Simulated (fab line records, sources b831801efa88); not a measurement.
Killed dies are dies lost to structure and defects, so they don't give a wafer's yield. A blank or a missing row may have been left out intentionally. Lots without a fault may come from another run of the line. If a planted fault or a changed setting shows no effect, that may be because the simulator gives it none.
Which tool did it?	flow gf180mcu	route of 602 steps, sampled at 1 step: 24 lots, 72 wafers

== WHAT THE GAUGES SHOWED, per wafer ==
GF_V1_THK_MEAS_25: measures by xrf.
lot	measured	on	V1_W_THK (nm)
L074	day 18 03:26	film_metro-04	357 354 359
L075	day 18 09:18	film_metro-03	346 346 340
L076	day 19 02:08	film_metro-02	346 346 347
L077	day 19 07:57	film_metro-03	342 343 348
L078	day 19 16:17	film_metro-04	351 349 348
L079	day 19 22:40	film_metro-04	351 352 350
L080	day 20 12:58	film_metro-02	350 353 353
L081	day 21 00:31	film_metro-04	358 356 360
L082	day 21 05:54	film_metro-03	346 351 351
L083	day 21 09:51	film_metro-03	349 344 350
L084	day 22 02:49	film_metro-04	352 353 352
L085	day 22 08:13	film_metro-04	358 360 362
L086	day 23 00:17	film_metro-04	359 362 361
L087	day 23 03:51	film_metro-02	351 347 347
L088	day 23 15:47	film_metro-03	352 348 350
L089	day 24 02:07	film_metro-02	351 351 352
L090	day 24 08:17	film_metro-03	346 342 346
L091	day 24 10:16	film_metro-02	355 351 353
L092	day 25 01:28	film_metro-04	352 345 353
L093	day 25 05:41	film_metro-03	351 346 345
L094	day 25 08:40	film_metro-04	350 352 352
L095	day 25 12:34	film_metro-03	347 348 349
L096	day 26 00:17	film_metro-04	355 360 359
L097	day 26 06:38	film_metro-04	354 353 348

== TOOL THAT RAN EACH LOT (tool first, then ch and the chambers of the sampled wafers, then the start) ==
The record holds no process step before these readings.

== AS READ BY THE TOOLS THEMSELVES (means over the sampled wafers that have a number; for cases with no such wafer, the mark the record gives instead) ==
The record holds no such reading with a usual standard deviation.

== THE ANSWER, worked out from the rows above alone ==
Rule: usual is defined by the lots themselves. The widest of any qualifying gaps counts: lots, ordered by their means at a reading, are off when they make up no more than a third of the lots, leave a main group of 4 or more, and stand apart from it by 3 or more times the standard deviation of that group's means. The tables above print the reading to a certain number of digits; a main group whose means all agree to those digits is not used. Also off: a lot with no number at a reading for which 4 or more lots have one. Any other lot the step has rows for is counted as sound. Order of review: gauges by route order, followed by the tools' own readings, for which a lot's mean as printed above is used. At the first step where some lot is off, the reading lying furthest off is the one used; lots without a number count as furthest.
Nothing can be told from this: no lot is off at any reading shown.

== WHAT THE SIMULATOR HAD INSERTED ==
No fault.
